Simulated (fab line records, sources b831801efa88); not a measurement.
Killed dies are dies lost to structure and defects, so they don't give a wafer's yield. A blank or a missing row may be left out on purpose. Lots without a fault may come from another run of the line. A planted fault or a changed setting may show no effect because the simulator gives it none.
Which tool did it? | flow gf180mcu | 6 lots, 18 wafers sampled, at 2 steps of a route of 602

WHAT THE GAUGES READ, wafer by wafer
GF_V5_THK_MEAS_03.
lot  | measured     | on            | V5_CVD_02_THK (nm)
L678 | day 26 23:32 | film_metro-03 | 1430 1442 1448
L679 | day 27 11:45 | film_metro-03 | 1456 1488 1463
L682 | day 28 05:25 | film_metro-01 | 1446 1463 1466
L687 | day 29 19:01 | film_metro-03 | 1466 1482 1483
L693 | day 31 04:29 | film_metro-03 | 1446 1472 1472
L698 | day 33 00:37 | film_metro-02 | 1467 1458 1495

WHICH TOOL RAN EACH LOT (tool, then ch and the chambers of the sampled wafers, then the start)
lot  | GF_M1_SPUTTER_01
L678 | pvd_sputter-04, day 16 20:57
L679 | pvd_sputter-02, day 17 07:28
L682 | pvd_sputter-02, day 18 04:19
L687 | pvd_sputter-02, day 20 04:57
L693 | pvd_sputter-02, day 21 21:12
L698 | pvd_sputter-04, day 24 08:34
- GF_M1_SPUTTER_01: material TiN, target thk 30 nm, time 25 s.

THE ANSWER, worked out from the rows above alone
Rule: what is usual is taken from the lots themselves. Put in order of their means at a reading, lots are off if they are a third of the lots or fewer, leave a main group of 4 or more, and stand apart from it by a gap of 3 or more times the standard deviation of the main group's means; of several such gaps the widest counts. A main group whose means are all the same, to the digits that the tables above print for the reading, isn't used. A lot without any number at a reading at which 4 lots or more have one is off too. The other lots that the step has rows for count as sound.
No lot is off at any reading shown: from this, nothing can be told.

WHAT THE SIMULATOR HAD PUT IN
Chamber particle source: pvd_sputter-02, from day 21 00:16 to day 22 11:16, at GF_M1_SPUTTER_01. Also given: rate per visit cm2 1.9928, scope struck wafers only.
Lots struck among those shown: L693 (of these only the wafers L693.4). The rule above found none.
